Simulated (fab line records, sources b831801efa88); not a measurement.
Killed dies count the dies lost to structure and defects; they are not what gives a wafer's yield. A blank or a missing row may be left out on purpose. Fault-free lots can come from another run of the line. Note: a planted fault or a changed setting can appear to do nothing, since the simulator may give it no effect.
fab line records | flow sky130 | part 2 of 2: steps 24 to 33 of 33
record lots=5 | wafers=15 | lastDay=50
route steps=708 shown LI_CONTACT@382 LOCAL_INTERCONNECT@387 CONTACT@406
lots that met no fault: from a run of the same line without faults
startH: start of the lot's first displayed wafer, in hours after the record's first day | waitH: hours from the lot's prior step to this one | " as in the row above | L1.1+2: one row covering several wafers at once | - no value present, or no start provided | * or withheld: withheld | < > ~ a bound
route shown NAME@n: NAME is a module with steps in the file, n the number in the route of the first one | usual: average and standard deviation across the fault-free wafers | same: alike in all rows | chamber/n: place in a boat | sites: per-site readings | _std_site: standard deviation across them | _edge_site: mean of outer sites minus mean of inner sites | radiusMm: for every site, how far away it sits from the centre of the wafer | mask NAME#n: copy n | behind: the tool/chamber that last shaped the wafer | hold: why the lot went on hold/how many hours it stayed there/how the hold came to an end | device: the transistor (n, p or np) that didn't switch | end of line: the tests these same wafers got at the end of their route | for a step that has no rows: nothing shown but its recipe | killed: not the wafer's yield, but the dies lost to structure and defects at the first sort | map: per-die view of a wafer (x killed, . not killed, _ where there is no die)
set.NAME: the run value of the setting; set.NAME@STEP: its run value at that earlier step | model.NAME: the simulator's own value behind a step, which no gauge read
a table for each step, a row for each wafer; lots at some steps of the route
services: from which hour (startH, from the record's first day; less than 0 if before it) a tool's chamber was out of use, for how many hours, and why
## steps
# step SKY_LOCAL_INTERCONNECT_CLEAN_18
# recipe chemistry=O3/DIW | dry=n2Spin
lot.wafer  | tool        | chamber | startH | waitH
L074.2+3+5 | wetBench-02 | 3       | 715.53 | 0.0
L078.1+3+4 | wetBench-04 | 3       | 759.77 | 0.0
L088.1+4+5 | wetBench-04 | 0       | 827.04 | 0.0
L090.1+3+5 | wetBench-02 | 1       | 848.19 | 0.0
L094.2+3+6 | wetBench-02 | 2       | 864.80 | 0.0
# step SKY_CONTACT_CVD_00
# recipe material=Si3N4 | targetThkNm=75 | tempC=400 | timeS=withheld | rfW=450
# usual heaterPowerW=736/84
lot.wafer | tool     | chamber | startH | waitH | heaterPowerW
L074.2    | pecvd-02 | 2       | 715.62 | 0.0   | 567
L074.3    | "        | 1       | "      | "     | 823
L074.5    | "        | 2       | "      | "     | 593
L078.1    | pecvd-02 | 1       | 759.86 | 0.0   | 811
L078.3    | "        | 0       | "      | "     | 802
L078.4    | "        | 1       | "      | "     | 824
L088.1    | pecvd-01 | 2       | 827.13 | 0.0   | 746
L088.4    | "        | 2       | "      | "     | 743
L088.5    | "        | 0       | "      | "     | 698
L090.1    | pecvd-01 | 2       | 848.28 | 0.0   | 920
L090.3    | "        | 0       | "      | "     | 631
L090.5    | "        | 2       | "      | "     | 889
L094.2    | pecvd-03 | 2       | 864.89 | 0.0   | 705
L094.3    | "        | 1       | "      | "     | 617
L094.6    | "        | 0       | "      | "     | 748
# step SKY_CONTACT_THK_MEAS_01
# recipe reads=Si3N4_of_CONTACT_CVD_00
# usual CONTACT_CVD_00_THK=75.0/1
lot.wafer | tool         | chamber | startH | waitH | CONTACT_CVD_00_THK[nm]
L074.2    | filmMetro-03 | -       | 715.66 | -     | 74.7
L074.3    | "            | -       | "      | "     | 75.9
L074.5    | "            | -       | "      | "     | 76.3
L078.1    | filmMetro-03 | -       | 759.91 | -     | 75.9
L078.3    | "            | -       | "      | "     | 73.3
L078.4    | "            | -       | "      | "     | 75.9
L088.1    | filmMetro-03 | -       | 827.18 | -     | 74.2
L088.4    | "            | -       | "      | "     | 75.3
L088.5    | "            | -       | "      | "     | 75.2
L090.1    | filmMetro-04 | -       | 848.33 | -     | 74.6
L090.3    | "            | -       | "      | "     | 75.8
L090.5    | "            | -       | "      | "     | 75.6
L094.2    | filmMetro-04 | -       | 864.93 | -     | 74.2
L094.3    | "            | -       | "      | "     | 73.1
L094.6    | "            | -       | "      | "     | 74.4
# step SKY_CONTACT_HDPCVD_02
# recipe material=SiO2 | targetThkNm=565 | sigmaOpenFrac=0.3 | timeS=94.2 | tempC=600 | sih4FlowSccm=60 | pressureMtorr=6
lot.wafer  | tool      | chamber | startH | waitH
L074.2+3+5 | hdpcvd-02 | 2,0,0   | 715.71 | 0.0
L078.1+3+4 | hdpcvd-01 | 1,2,1   | 759.97 | 0.1
L088.1+4+5 | hdpcvd-02 | 0,2,1   | 827.24 | 0.1
L090.1+3+5 | hdpcvd-02 | 2,0,1   | 848.39 | 0.1
L094.2+3+6 | hdpcvd-02 | 0,1,0   | 864.98 | 0.0
# step SKY_CONTACT_THK_MEAS_03
# recipe reads=SiO2_of_CONTACT_HDPCVD_02
# usual CONTACT_HDPCVD_THK=563/6.4
lot.wafer | tool         | chamber | startH | waitH | CONTACT_HDPCVD_THK[nm]
L074.2    | filmMetro-01 | -       | 715.79 | 0.0   | 564
L074.3    | "            | -       | "      | "     | 560
L074.5    | "            | -       | "      | "     | 558
L078.1    | filmMetro-04 | -       | 760.04 | 0.0   | 567
L078.3    | "            | -       | "      | "     | 559
L078.4    | "            | -       | "      | "     | 561
L088.1    | filmMetro-04 | -       | 827.31 | 0.0   | 560
L088.4    | "            | -       | "      | "     | 570
L088.5    | "            | -       | "      | "     | 569
L090.1    | filmMetro-01 | -       | 848.46 | 0.0   | 560
L090.3    | "            | -       | "      | "     | 559
L090.5    | "            | -       | "      | "     | 555
L094.2    | filmMetro-04 | -       | 865.06 | 0.0   | 549
L094.3    | "            | -       | "      | "     | 553
L094.6    | "            | -       | "      | "     | 554
# step SKY_CONTACT_CMP_04
# recipe material=SiO2 | downForcePsi=4 | platenRpm=60 | padVelocityMS=0.94248
# usual motorCurrentA=12.7/1.1 | timeToEndpointS=84/3.7
lot.wafer | tool   | chamber | startH | waitH | motorCurrentA | timeToEndpointS
L074.2    | cmp-02 | 3       | 715.84 | 0.0   | 14.3          | 79
L074.3    | "      | 1       | "      | "     | 11.5          | 86
L074.5    | "      | 3       | "      | "     | 13.6          | 81
L078.3    | cmp-02 | 0       | 760.10 | 0.0   | 12.7          | 81
L078.1    | "      | 2       | "      | "     | 11.3          | 81
L078.4    | "      | 3       | "      | "     | 13.8          | 79
L088.4    | cmp-02 | 2       | 827.42 | 0.1   | 11.6          | 86
L088.1    | "      | 0       | "      | "     | 12.8          | 81
L088.5    | "      | 1       | "      | "     | 11.4          | 87
L090.3    | cmp-02 | 1       | 848.62 | 0.1   | 11.0          | 84
L090.1    | "      | 2       | "      | "     | 11.7          | 85
L090.5    | "      | 0       | "      | "     | 12.7          | 79
L094.3    | cmp-01 | 2       | 865.16 | 0.1   | 12.4          | 77
L094.2    | "      | 0       | "      | "     | 13.1          | 74
L094.6    | "      | 2       | "      | "     | 12.6          | 76
# step SKY_CONTACT_BOW_MEAS_05
# recipe mode=bow
# usual CONTACT_BOW=81/6.2
lot.wafer | tool         | chamber | startH | waitH | CONTACT_BOW[um]
L074.2    | filmMetro-03 | -       | 716.16 | 0.3   | 83
L074.3    | "            | -       | "      | "     | 68
L074.5    | "            | -       | "      | "     | 74
L078.1    | filmMetro-04 | -       | 760.40 | 0.1   | 77
L078.3    | "            | -       | "      | "     | 78
L078.4    | "            | -       | "      | "     | 78
L088.1    | filmMetro-04 | -       | 827.67 | 0.1   | 89
L088.4    | "            | -       | "      | "     | 84
L088.5    | "            | -       | "      | "     | 73
L090.1    | filmMetro-03 | -       | 848.82 | 0.1   | 71
L090.3    | "            | -       | "      | "     | 77
L090.5    | "            | -       | "      | "     | 87
L094.2    | filmMetro-01 | -       | 865.43 | 0.1   | 88
L094.3    | "            | -       | "      | "     | 79
L094.6    | "            | -       | "      | "     | 78
# step SKY_CONTACT_DEHYDRATE_06
# recipe tempC=200 | timeS=60
# usual exhaustPa=45.1/1 | heaterPowerTotalW=160.38/0.12 | plateTempC=200.01/0.16
lot.wafer | tool          | chamber | startH | waitH | exhaustPa | heaterPowerTotalW | plateTempC
L074.2    | lithoTrack-03 | 0       | 729.37 | 13.2  | 45.4      | 160.49            | 200.12
L074.3    | "             | 0       | "      | "     | 43.8      | 160.24            | 200.44
L074.5    | "             | 0       | "      | "     | 44.1      | 160.30            | 200.07
L078.1    | lithoTrack-03 | 0       | 772.74 | 12.3  | 44.9      | 160.41            | 199.79
L078.3    | "             | 0       | "      | "     | 46.4      | 160.26            | 199.88
L078.4    | "             | 0       | "      | "     | 45.2      | 160.55            | 199.94
L088.1    | lithoTrack-01 | 0       | 839.63 | 11.9  | 45.3      | 160.17            | 199.82
L088.4    | "             | 0       | "      | "     | 44.7      | 160.27            | 200.08
L088.5    | "             | 0       | "      | "     | 44.2      | 160.22            | 199.80
L090.1    | lithoTrack-04 | 0       | 861.82 | 13.0  | 44.6      | 160.55            | 199.96
L090.3    | "             | 0       | "      | "     | 44.4      | 160.53            | 200.03
L090.5    | "             | 0       | "      | "     | 44.1      | 160.39            | 200.19
L094.2    | lithoTrack-03 | 0       | 877.67 | 12.2  | 47.1      | 160.20            | 199.82
L094.3    | "             | 0       | "      | "     | 46.9      | 160.51            | 200.05
L094.6    | "             | 0       | "      | "     | 44.4      | 160.35            | 199.95
# step SKY_CONTACT_HMDS_07
# recipe primeTimeS=60 | primeTempC=120
# usual exhaustPa=44.7/0.85
lot.wafer | tool          | chamber | startH | waitH | exhaustPa
L074.2    | lithoTrack-03 | 0       | 729.52 | 0.1   | 45.7
L074.3    | "             | 0       | "      | "     | 45.0
L074.5    | "             | 0       | "      | "     | 44.5
L078.1    | lithoTrack-03 | 0       | 772.89 | 0.1   | 43.2
L078.3    | "             | 0       | "      | "     | 43.3
L078.4    | "             | 0       | "      | "     | 43.5
L088.1    | lithoTrack-01 | 0       | 839.78 | 0.1   | 46.1
L088.4    | "             | 0       | "      | "     | 45.6
L088.5    | "             | 0       | "      | "     | 45.7
L090.1    | lithoTrack-04 | 0       | 861.97 | 0.1   | 45.8
L090.3    | "             | 0       | "      | "     | 45.5
L090.5    | "             | 0       | "      | "     | 44.7
L094.2    | lithoTrack-03 | 0       | 877.82 | 0.1   | 45.2
L094.3    | "             | 0       | "      | "     | 44.4
L094.6    | "             | 0       | "      | "     | 45.1
# step SKY_CONTACT_COAT_08
# recipe resist=BARC | tempC=withheld | timeS=withheld | spinRpm=3000 | resistThkNm=60
# usual exhaustPa=44.9/0.91 | spinSpeedRpm=3000.1/2.3
lot.wafer | tool          | chamber | startH | waitH | exhaustPa | spinSpeedRpm
L074.2    | lithoTrack-03 | 0       | 729.67 | 0.1   | 45.0      | 2999.9
L074.3    | "             | 0       | "      | "     | 43.8      | 2998.9
L074.5    | "             | 0       | "      | "     | 44.8      | 3002.8
L078.1    | lithoTrack-03 | 0       | 773.04 | 0.1   | 45.1      | 2995.1
L078.3    | "             | 0       | "      | "     | 42.7      | 2999.9
L078.4    | "             | 0       | "      | "     | 46.0      | 3002.7
L088.1    | lithoTrack-01 | 0       | 839.93 | 0.1   | 44.6      | 2997.9
L088.4    | "             | 0       | "      | "     | 44.9      | 2997.2
L088.5    | "             | 0       | "      | "     | 44.5      | 2999.9
L090.1    | lithoTrack-04 | 0       | 862.12 | 0.1   | 44.6      | 3000.6
L090.3    | "             | 0       | "      | "     | 45.1      | 2998.5
L090.5    | "             | 0       | "      | "     | 43.5      | 2998.8
L094.2    | lithoTrack-03 | 0       | 877.97 | 0.1   | 45.8      | 3000.1
L094.3    | "             | 0       | "      | "     | 46.6      | 3003.5
L094.6    | "             | 0       | "      | "     | 46.5      | 3002.9
## services
tool           | chamber | startH | hours | kind
plasmaAsher-04 | -       | 666.31 | 0.5   | repair
cmp-02         | -       | 668.19 | 3.7   | pm
rieMetal-02    | -       | 680.91 | 1.2   | repair
cmp-02         | -       | 683.25 | 1.2   | repair
krfScanner-01  | -       | 689.68 | 3.6   | pm
pvdSputter-03  | -       | 692.52 | 4.3   | repair
krfScanner-01  | -       | 702.35 | 0.5   | repair
krfScanner-01  | -       | 703.40 | 1.0   | pm
cmp-02         | -       | 711.17 | 3.6   | repair
cmp-02         | -       | 722.43 | 0.6   | repair
wetBench-04    | -       | 723.59 | 4.0   | repair
cmp-01         | -       | 727.36 | 6.8   | pm
rieMetal-03    | -       | 741.63 | 1.0   | repair
cmp-02         | -       | 746.01 | 4.0   | pm
cmp-01         | -       | 746.53 | 2.2   | repair
krfScanner-01  | -       | 752.16 | 4.4   | pm
pvdSputter-03  | -       | 764.84 | 11.0  | repair
krfScanner-01  | -       | 787.17 | 1.3   | pm
krfScanner-01  | -       | 792.36 | 0.8   | repair
hdpcvd-02      | -       | 794.37 | 14.6  | pm
rieMetal-03    | -       | 805.44 | 0.8   | repair
cmp-01         | -       | 808.35 | 1.1   | repair
cmp-01         | -       | 838.99 | 16.3  | pm
wetBench-04    | -       | 869.62 | 4.4   | pm
